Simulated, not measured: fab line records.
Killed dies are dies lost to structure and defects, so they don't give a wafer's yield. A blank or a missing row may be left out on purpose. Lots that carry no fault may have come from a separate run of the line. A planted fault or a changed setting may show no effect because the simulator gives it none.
Chamber matching + flow sky130 + rie diel-04 running SKY_CONTACT_ETCH_17: 3 sister chambers
The step etches SiO2 in C4F8/O2/Ar, stops on Si3N4, target depth 340 nm. 6 wafers are shown with their chamber, then 7 later ones without.

WAFERS WITH THEIR CHAMBER
| wafer  | chamber | oes product au (a.u.) |
|--------|---------|-----------------------|
| L801.3 | 0       | 0.888                 |
| L801.6 | 1       | 0.889                 |
| L802.3 | 1       | 0.886                 |
| L802.6 | 2       | 0.895                 |
| L803.3 | 0       | 0.903                 |
| L803.4 | 2       | 0.890                 |

WAFERS WITH NO CHAMBER GIVEN
| wafer  | oes product au (a.u.) |
|--------|-----------------------|
| L803.6 | 0.897                 |
| L809.3 | 0.893                 |
| L809.6 | 0.895                 |
| L810.2 | 0.893                 |
| L819.2 | 0.887                 |
| L819.4 | 0.895                 |
| L819.5 | 0.901                 |

THE CHAMBER EACH PASSED THROUGH
| wafer  | from the rows above          | in truth |
|--------|------------------------------|----------|
| L803.6 | can't be placed: 0 or 2 or 1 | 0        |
| L809.3 | can't be placed: 2 or 0 or 1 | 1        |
| L809.6 | can't be placed: 0 or 2 or 1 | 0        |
| L810.2 | can't be placed: 2 or 0 or 1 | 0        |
| L819.2 | can't be placed: 1 or 2 or 0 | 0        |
| L819.4 | can't be placed: 0 or 2 or 1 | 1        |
| L819.5 | can't be placed: 0 or 2 or 1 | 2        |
0 of 7 placed correctly. Not placeable from these rows: 7 (in 7, the candidates include the true chamber). Number placed wrongly: 0.
How it was worked out, from the rows above alone: a wafer's distance from a chamber is the root of the sum, over the readings, of the square of ((its reading less the chamber's mean) divided by the reading's scatter). The wafer belongs to the nearest chamber; if the next one is less than 2 further off, it can't be placed. Each chamber's mean is taken over the wafers shown for it. How the scatter is found: for the shown wafers, subtract from each reading the mean of its chamber, square and add these, divide the total by (wafers less chambers), then take the root.
